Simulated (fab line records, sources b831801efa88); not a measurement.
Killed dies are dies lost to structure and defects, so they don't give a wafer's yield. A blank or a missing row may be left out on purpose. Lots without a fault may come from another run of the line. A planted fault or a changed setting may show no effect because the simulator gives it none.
One fault seen from 2 desks | flow gf180mcu | each desk has only its own numbers; what lay behind them comes last

THE TOOL OWNER'S DESK: pecvd-03
The tool's own readings at GF_V4_CVD_02 (deposits SiO2 from TEOS, target thk 850 nm, time 94.851 s): means of the sampled wafers that have a number, for each lot that ran on this tool. A lot is out of limits, marked OUT, if its mean lies more than 4 standard deviations from the usual mean; the brackets give that distance.
Columns: A = heater_power_w at GF_V4_CVD_02, usual 734 W; B = rf_fwd_power_W at GF_V4_CVD_02, usual 596.2 W
lot  | first seen here | A   | B
L210 | day 24 04:21    | 768 | 592.4
L217 | day 26 15:04    | 770 | 596.5
L225 | day 29 04:10    | 815 | 597.6
L228 | day 30 01:17    | 913 | 598.1
This desk's finding: nothing out of limits on any of the 4 lots.

THE METROLOGY DESK
What the gauges read, lot by lot, whatever tool the lot ran on: means of the sampled wafers that have a number. A lot is out of limits, marked OUT, if its mean lies more than 4 standard deviations from the usual mean; the brackets give that distance.
Columns: A = V4_CVD_02_THK at GF_V4_THK_MEAS_03, usual 850 nm
lot  | first seen here | A
L208 | day 23 05:46    | 846
L209 | day 23 17:19    | 848
L210 | day 24 04:25    | 852
L217 | day 26 15:08    | 966 (+12) OUT
L221 | day 28 01:48    | 846
L225 | day 29 04:14    | 859
L226 | day 29 04:58    | 842
L227 | day 29 22:20    | 844
L228 | day 30 01:24    | 852
L230 | day 30 05:40    | 855
L231 | day 30 16:22    | 862
This desk's finding: out of limits on L217; first on L217, day 26 15:08 (V4_CVD_02_THK at GF_V4_THK_MEAS_03). In limits: L208, L209, L210, L221, L225, L226, L227, L228, L230, L231.

PUT TOGETHER
The metrology desk could have raised an alarm at day 26 15:08, on L217.
The tool owner's desk saw nothing out of limits.
The tool owner's desk has L217 on record, within its limits.
Of the lots named, all ran GF_V4_CVD_02 on pecvd-03.

WHAT THE SIMULATOR HAD PUT IN
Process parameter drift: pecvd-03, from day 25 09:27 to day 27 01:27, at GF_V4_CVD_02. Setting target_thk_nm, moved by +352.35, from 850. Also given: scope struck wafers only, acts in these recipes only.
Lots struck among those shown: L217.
Hours from the fault's start to each desk's first reading out of limits: the metrology desk, 30.
